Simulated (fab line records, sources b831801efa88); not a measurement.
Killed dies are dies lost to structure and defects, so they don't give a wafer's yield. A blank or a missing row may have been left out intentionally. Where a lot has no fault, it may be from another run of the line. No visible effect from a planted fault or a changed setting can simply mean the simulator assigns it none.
fab line records	flow sky130
record: lots: 11	wafers: 32	lastDay: 50
route steps=708 shown PWDE@53 RES_PROTECT@214 LDD_P@258 SPACER@306
lots that met no fault: from a run of the same line without faults
startH: hours from the record's first day to the start of the lot's first wafer shown	waitH: hours from the lot's prior step to this one	" as in the row above	L1.1+2: one row covering several wafers at once	- no value, or no start was given	* or withheld: withheld	< > ~ a bound
route shown NAME@n: names a module that has steps shown in the file, with the first one's number in the route	usual: the fault-free wafers' mean and standard deviation	same: alike in all rows	chamber/n: place in a boat	sites: the reading at each site	_std_site: how widely they spread, as a standard deviation	_edge_site: inner sites' mean taken away from outer sites' mean	radiusMm: how far each site lies from the wafer's centre	mask NAME#n: copy n	behind: the last tool/chamber to shape the wafer	hold: the reason the lot was held/the length of the hold in hours/how it ended	device: which transistor (n, p or np) failed to switch	end of line: the route-end tests of the same wafers	for a step that has no rows: nothing shown but its recipe	killed: count of dies lost to structure and defects at first sort (not the wafer's yield)	map: a wafer's dies, marking killed ones x, the rest . and places with no die _
set.NAME: the setting as run; set.NAME@STEP: as run at that earlier step	model.NAME: the simulator's own value behind a step, which no gauge read
the route's steps for a sample of lots (tables are steps, rows are wafers)
services: from which hour (startH, from the record's first day; less than 0 if before it) a tool's chamber was out of use, for how many hours, and why
== steps ==
step: SKY_PWDE_IMPLANT_08
recipe: species: B	energyKev: 150	doseCm2: 3.6e+12	tiltDeg: withheld
usual: beamEnergyKeV: 150.00/0.047	beamOnS: 10.01/0.21	faradayCurrentUA: 20.3/0.41
lot.wafer	tool	chamber	startH	waitH	beamEnergyKeV	beamOnS	faradayCurrentUA
L547.3	implanter-02	0	76.78	0.1	150.07	10.12	20.0
L547.4	"	0	"	"	150.01	10.19	20.0
L547.5	"	0	"	"	150.03	10.09	20.0
L548.2	implanter-03	0	97.80	0.0	149.98	9.94	20.5
L548.5	"	0	"	"	149.94	9.79	20.8
L548.6	"	0	"	"	149.91	10.04	20.1
L549.1	implanter-01	0	97.82	0.0	150.02	10.19	19.9
L549.3	"	0	"	"	150.06	9.98	20.4
L549.5	"	0	"	"	150.00	9.88	20.6
L550.3	implanter-02	0	110.03	0.1	149.99	9.71	20.9
L550.4	"	0	"	"	150.05	9.93	20.4
L550.6	"	0	"	"	150.05	9.99	20.4
L551.1	implanter-03	0	110.33	0.0	150.08	10.21	19.9
L551.3	"	0	"	"	149.99	10.02	20.4
L551.5	"	0	"	"	150.01	10.52	19.3
L554.2	implanter-01	0	118.60	0.0	150.03	9.94	20.5
L554.3	"	0	"	"	150.01	10.18	19.9
L554.5	"	0	"	"	150.06	9.77	20.8
L560.2	implanter-02	0	149.70	0.0	150.07	13.73	14.8
L560.3	"	0	"	"	149.98	13.32	15.3
L560.5	"	0	"	"	150.03	13.51	14.9
L562.4	implanter-02	0	157.26	0.1	149.97	13.13	15.4
L562.5	"	0	"	"	149.93	14.29	14.2
L562.6	"	0	"	"	150.00	13.67	14.9
L563.4	implanter-03	0	163.40	0.1	149.94	10.24	19.9
L563.5	"	0	"	"	150.01	10.24	19.8
L568.3	implanter-03	0	194.88	0.1	149.89	9.78	20.6
L568.4	"	0	"	"	149.99	10.00	20.3
L568.5	"	0	"	"	149.96	10.23	19.8
L569.2	implanter-03	0	201.65	0.0	149.97	9.78	20.7
L569.3	"	0	"	"	149.95	9.80	20.7
L569.5	"	0	"	"	149.95	10.12	19.9
step: SKY_PWDE_TW_MEAS_10
usual: PWDE_TW: 376.1/2.7
lot.wafer	tool	chamber	startH	waitH	PWDE_TW
L547.3	filmMetro-03	-	77.00	0.1	377.7
L547.4	"	-	"	"	378.7
L547.5	"	-	"	"	376.9
L548.2	filmMetro-02	-	98.04	0.1	376.3
L548.5	"	-	"	"	374.0
L548.6	"	-	"	"	374.7
L549.1	filmMetro-04	-	98.07	0.1	376.3
L549.3	"	-	"	"	378.7
L549.5	"	-	"	"	377.8
L550.3	filmMetro-02	-	110.25	0.1	372.3
L550.4	"	-	"	"	374.3
L550.6	"	-	"	"	371.6
L551.1	filmMetro-03	-	110.58	0.1	378.0
L551.3	"	-	"	"	377.8
L551.5	"	-	"	"	379.1
L554.2	filmMetro-02	-	118.84	0.1	373.2
L554.3	"	-	"	"	375.8
L554.5	"	-	"	"	375.1
L560.2	filmMetro-02	-	149.94	0.1	412.5
L560.3	"	-	"	"	411.3
L560.5	"	-	"	"	412.5
L562.4	filmMetro-04	-	157.46	0.1	416.2
L562.5	"	-	"	"	416.0
L562.6	"	-	"	"	413.2
L563.4	filmMetro-04	-	163.61	0.1	376.2
L563.5	"	-	"	"	376.8
L568.3	filmMetro-02	-	195.10	0.1	369.5
L568.4	"	-	"	"	370.4
L568.5	"	-	"	"	368.6
L569.2	filmMetro-04	-	201.89	0.1	377.3
L569.3	"	-	"	"	377.2
L569.5	"	-	"	"	377.3
step: SKY_NWELL_RS_MEAS_31
recipe: thkMeasGauge: four-point-probe
usual: PWDE_RS: 5274/17
lot.wafer	tool	chamber	startH	waitH	PWDE_RS[ohm/sq]
L547.3	filmMetro-03	-	112.72	0.1	5257
L547.4	"	-	"	"	5237
L547.5	"	-	"	"	5248
L548.2	filmMetro-03	-	136.09	0.1	5274
L548.5	"	-	"	"	5248
L548.6	"	-	"	"	5271
L549.1	filmMetro-04	-	136.42	0.1	5263
L549.3	"	-	"	"	5262
L549.5	"	-	"	"	5266
L551.1	filmMetro-03	-	147.18	0.1	5252
L551.3	"	-	"	"	5247
L551.5	"	-	"	"	5263
L550.3	filmMetro-04	-	148.72	0.1	5244
L550.4	"	-	"	"	5259
L550.6	"	-	"	"	5260
L554.2	filmMetro-02	-	156.35	0.1	5296
L554.3	"	-	"	"	5290
L554.5	"	-	"	"	5272
L560.2	filmMetro-03	-	191.00	0.1	4128
L560.3	"	-	"	"	4135
L560.5	"	-	"	"	4120
L562.4	filmMetro-04	-	198.83	0.1	4134
L562.5	"	-	"	"	4140
L562.6	"	-	"	"	4139
L563.4	filmMetro-04	-	206.03	0.1	5278
L563.5	"	-	"	"	5274
L568.3	filmMetro-04	-	240.27	0.1	5316
L568.4	"	-	"	"	5267
L568.5	"	-	"	"	5290
L569.2	filmMetro-02	-	248.44	0.1	5269
L569.3	"	-	"	"	5274
L569.5	"	-	"	"	5276
step: SKY_RES_PROTECT_STRIP_07
recipe: chemistry: O2/N2	powerW: 1400	pressureMtorr: 1500	platenTempC: withheld	o2FlowSccm: 3000	n2FlowSccm: 300	overashFraction: 0.5
usual: drypumpMotorCurrentA: 5.6/0.43	n2FlowSccm: 300.2/0.85	o2FlowSccm: 3002/8.2	oesProductAu: 0.518/0.0048	stripTimeToEndpointS: 23.29/0.047
lot.wafer	tool	chamber	startH	waitH	drypumpMotorCurrentA	n2FlowSccm	o2FlowSccm	oesProductAu	rfHoursCounterH	stripTimeToEndpointS
L547.3	plasmaAsher-04	0	343.68	0.1	6.3	300.2	3001	0.523	-	23.36
L547.4	"	1	"	"	4.8	300.5	3004	0.519	-	23.35
L547.5	"	1	"	"	4.8	300.2	2980	0.523	-	23.35
L548.2	plasmaAsher-02	0	377.83	0.1	5.1	300.1	3001	0.515	70	23.28
L548.5	"	1	"	"	5.9	300.2	3007	0.519	-	23.32
L548.6	"	0	"	"	5.1	300.6	2994	0.512	-	23.31
L549.1	plasmaAsher-01	0	383.00	0.1	5.6	301.2	3002	0.524	68	23.32
L549.3	"	0	"	"	5.6	301.5	3003	0.516	-	23.33
L549.5	"	1	"	"	5.9	300.7	3005	0.526	-	23.33
L551.1	plasmaAsher-02	1	402.75	0.1	5.9	301.1	2999	0.519	72	23.34
L551.3	"	0	"	"	5.1	300.0	3022	0.521	-	23.34
L551.5	"	1	"	"	5.9	301.2	2997	0.519	-	23.23
L550.3	plasmaAsher-04	1	403.08	0.1	4.8	299.9	2994	0.525	-	23.36
L550.4	"	0	"	"	6.3	299.7	3003	0.515	-	23.31
L550.6	"	0	"	"	6.3	300.0	3004	0.518	-	23.31
L554.2	plasmaAsher-02	0	415.05	0.1	5.2	299.9	3003	0.515	74	23.28
L554.3	"	1	"	"	5.8	300.1	2992	0.508	-	23.30
L554.5	"	1	"	"	5.8	300.3	3000	0.518	-	23.27
L560.2	plasmaAsher-02	0	465.90	0.1	5.1	299.8	2998	0.522	79	23.27
L560.3	"	1	"	"	5.8	300.0	3026	0.518	-	23.29
L560.5	"	0	"	"	5.1	301.4	2999	0.518	-	23.27
L562.4	plasmaAsher-01	0	473.77	0.1	5.6	301.4	2990	0.516	-	23.31
L562.5	"	1	"	"	5.8	299.5	3007	0.517	-	23.32
L562.6	"	0	"	"	5.6	300.5	3000	0.523	-	23.26
L563.4	plasmaAsher-02	1	485.22	0.1	5.9	299.9	3012	0.517	-	23.27
L563.5	"	0	"	"	5.1	301.2	2998	0.515	-	23.26
L568.3	plasmaAsher-02	1	529.53	0.1	5.9	299.2	2998	0.536	-	23.35
L568.4	"	0	"	"	5.1	298.5	3001	0.529	-	23.37
L568.5	"	0	"	"	5.1	300.4	3006	0.520	-	23.35
L569.2	plasmaAsher-02	0	536.78	0.1	5.1	299.3	2997	0.512	86	23.30
L569.3	"	0	"	"	5.1	299.1	2994	0.522	-	23.30
L569.5	"	0	"	"	5.1	300.6	2995	0.520	-	23.31
step: SKY_LDD_P_SOFTBAKE_03
recipe: tempC: 90	timeS: 61.51	resist: NOVOLAK
usual: plateSensorTCentreC: 90.760/0.01	plateSensorTEdgeC: 90.829/0.0099	resistLineTempC: 23.00/0.1
lot.wafer	tool	chamber	startH	waitH	plateSensorTCentreC	plateSensorTEdgeC	resistLineTempC
L547.3	lithoTrack-03	0	421.50	0.1	90.735	90.804	22.90
L547.4	"	0	"	"	90.758	90.834	22.88
L547.5	"	0	"	"	90.771	90.813	23.02
L548.2	lithoTrack-01	0	454.61	0.1	90.755	90.834	22.98
L548.5	"	0	"	"	90.755	90.822	22.72
L548.6	"	0	"	"	90.747	90.813	22.89
L549.1	lithoTrack-03	0	468.25	0.1	90.757	90.820	22.93
L549.3	"	0	"	"	90.751	90.829	22.91
L549.5	"	0	"	"	90.760	90.836	23.05
L551.1	lithoTrack-02	0	486.48	0.1	90.761	90.825	23.03
L551.3	"	0	"	"	90.757	90.824	22.98
L551.5	"	0	"	"	90.748	90.826	22.94
L550.3	lithoTrack-03	0	486.55	0.1	90.763	90.815	22.81
L550.4	"	0	"	"	90.770	90.812	22.92
L550.6	"	0	"	"	90.764	90.824	22.86
L554.2	lithoTrack-01	0	498.21	0.1	90.759	90.818	23.11
L554.3	"	0	"	"	90.755	90.843	23.12
L554.5	"	0	"	"	90.773	90.825	23.04
L560.2	lithoTrack-02	0	546.80	0.1	90.759	90.836	23.15
L560.3	"	0	"	"	90.749	90.834	23.10
L560.5	"	0	"	"	90.749	90.859	23.13
L562.4	lithoTrack-03	0	552.42	0.1	90.763	90.838	23.07
L562.5	"	0	"	"	90.784	90.820	23.06
L562.6	"	0	"	"	90.744	90.832	22.95
L563.4	lithoTrack-03	0	565.37	0.1	90.751	90.828	22.94
L563.5	"	0	"	"	90.742	90.842	22.99
L568.3	lithoTrack-03	0	608.30	0.1	90.757	90.822	22.79
L568.4	"	0	"	"	90.775	90.829	23.10
L568.5	"	0	"	"	90.756	90.833	23.12
L569.2	lithoTrack-03	0	626.12	0.1	90.779	90.825	23.14
L569.3	"	0	"	"	90.750	90.834	22.93
L569.5	"	0	"	"	90.759	90.832	22.91
step: SKY_SPACER_ETCHBACK_02
recipe: chemistry: CH3F/O2	target: Si3N4	stopOn: SiO2	sourceW: 400	biasW: 80	pressureMtorr: 25	ch3fFlowSccm: 40	O2_flow_sccm: 30	timeS: 46.7	targetDepthA: 450
usual: drypumpMotorCurrentA: 5.4/0.35	oesProductAu: 0.852/0.0065	throttleValvePct: 10.561/0.0083
lot.wafer	tool	chamber	startH	waitH	drypumpMotorCurrentA	oesProductAu	rfHoursCounterH	throttleValvePct
L547.3	rieDiel-01	0	546.93	0.0	5.0	0.853	15	10.560
L547.4	"	1	"	"	5.8	0.858	-	10.562
L547.5	"	0	"	"	5.0	0.864	-	10.560
L548.2	rieDiel-03	1	565.68	0.0	5.3	0.856	53	10.556
L548.5	"	3	"	"	5.5	0.855	-	10.561
L548.6	"	0	"	"	5.5	0.849	-	10.557
L549.1	rieDiel-04	0	575.86	0.1	5.3	0.866	17	10.549
L549.3	"	3	"	"	5.3	0.863	19	10.547
L549.5	"	2	"	"	5.3	0.870	-	10.574
L550.3	rieDiel-04	1	596.62	0.0	5.5	0.859	8	10.573
L550.4	"	0	"	"	5.3	0.854	17	10.543
L550.6	"	3	"	"	5.3	0.855	-	10.557
L551.1	rieDiel-03	0	596.62	0.1	5.4	0.857	17	10.562
L551.3	"	2	"	"	4.7	0.850	0	10.552
L551.5	"	3	"	"	5.5	0.852	-	10.576
L554.2	rieDiel-01	3	604.63	0.0	6.1	0.845	1	10.577
L554.3	"	0	"	"	5.0	0.851	16	10.554
L554.5	"	2	"	"	5.7	0.858	-	10.562
L560.2	rieDiel-01	1	653.96	0.0	5.8	0.859	4	10.566
L560.3	"	2	"	"	5.7	0.845	0	10.562
L560.5	"	0	"	"	4.9	0.851	-	10.552
L562.4	rieDiel-03	1	659.83	0.0	5.3	0.845	55	10.568
L562.5	"	1	"	"	5.4	0.859	-	10.564
L562.6	"	2	"	"	4.7	0.833	-	10.568
L563.4	rieDiel-01	1	670.36	0.0	5.8	0.838	4	10.552
L563.5	"	0	"	"	4.9	0.848	-	10.551
L568.3	rieDiel-04	1	710.62	0.0	5.5	0.855	11	10.569
L568.4	"	3	"	"	5.3	0.861	22	10.554
L568.5	"	1	"	"	5.5	0.846	-	10.560
L569.2	rieDiel-03	1	727.20	0.0	5.3	0.847	0	10.574
L569.3	"	3	"	"	5.5	0.854	7	10.569
L569.5	"	2	"	"	4.7	0.855	-	10.564
== services ==
tool	chamber	startH	hours	kind
plasmaAsher-02	-	73.61	7.6	pm
implanter-02	-	78.89	4.7	pm
rieDiel-03	2	81.37	15.0	repair
plasmaAsher-02	-	87.62	2.6	repair
rieDiel-03	2	109.66	3.9	repair
rieDiel-03	1	167.30	3.9	repair
rieDiel-03	0	172.95	2.4	repair
plasmaAsher-02	-	174.60	5.1	repair
rieDiel-03	1	202.07	5.2	repair
rieDiel-03	-	257.39	0.7	repair
implanter-02	-	286.68	3.6	pm
rieDiel-03	-	310.81	15.6	pm
rieDiel-03	0	332.83	2.5	repair
implanter-02	-	346.03	2.7	repair
rieDiel-03	0	349.88	4.2	repair
rieDiel-03	2	350.09	5.9	repair
rieDiel-03	2	379.41	5.8	repair
implanter-03	-	452.63	3.2	pm
plasmaAsher-02	-	471.75	1.2	repair
implanter-03	-	569.74	4.8	repair
implanter-03	-	590.13	2.3	repair
plasmaAsher-02	-	611.65	2.8	pm
plasmaAsher-02	-	616.86	4.6	repair
implanter-03	-	680.61	4.1	pm
== key ==
firstSign: step: SKY_PWDE_IMPLANT_08	reading: beamOnS	direction: up	sigmas: 17	usual: 10.01	struck: 13.61
effect: step: SKY_PWDE_IMPLANT_08	reading: faradayCurrentUA	direction: down	sigmas: 13	usual: 20.3	struck: 14.9
effect: step: SKY_PWDE_TW_MEAS_10	reading: PWDE_TW	direction: up	sigmas: 14	usual: 376.1	struck: 413.6
effect: step: SKY_NWELL_RS_MEAS_31	reading: PWDE_RS	direction: down	sigmas: 67	usual: 5274	struck: 4133
metAt SKY_PWDE_IMPLANT_08
struckLots L560,L562
testerLeftOut L560,L562
notActingAt SKY_RES_PROTECT_STRIP_07,SKY_LDD_P_SOFTBAKE_03,SKY_SPACER_ETCHBACK_02
onsetBetween 110.03 149.70
fault: kind: processParameterDrift	tool: implanter-02	chamber: -	onsetH: 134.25	steps: SKY_PWDE_IMPLANT_08	channel: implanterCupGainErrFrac	offset: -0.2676	shape: step	endH: 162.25
testerLeftOut: of these lots the tester's yield and bins aren't shown, on N5 and GAA mostly nor the transistor test; their killed dies are dies lost to structure and defects alone, not to doping, threshold or leakage, so they don't give the yield
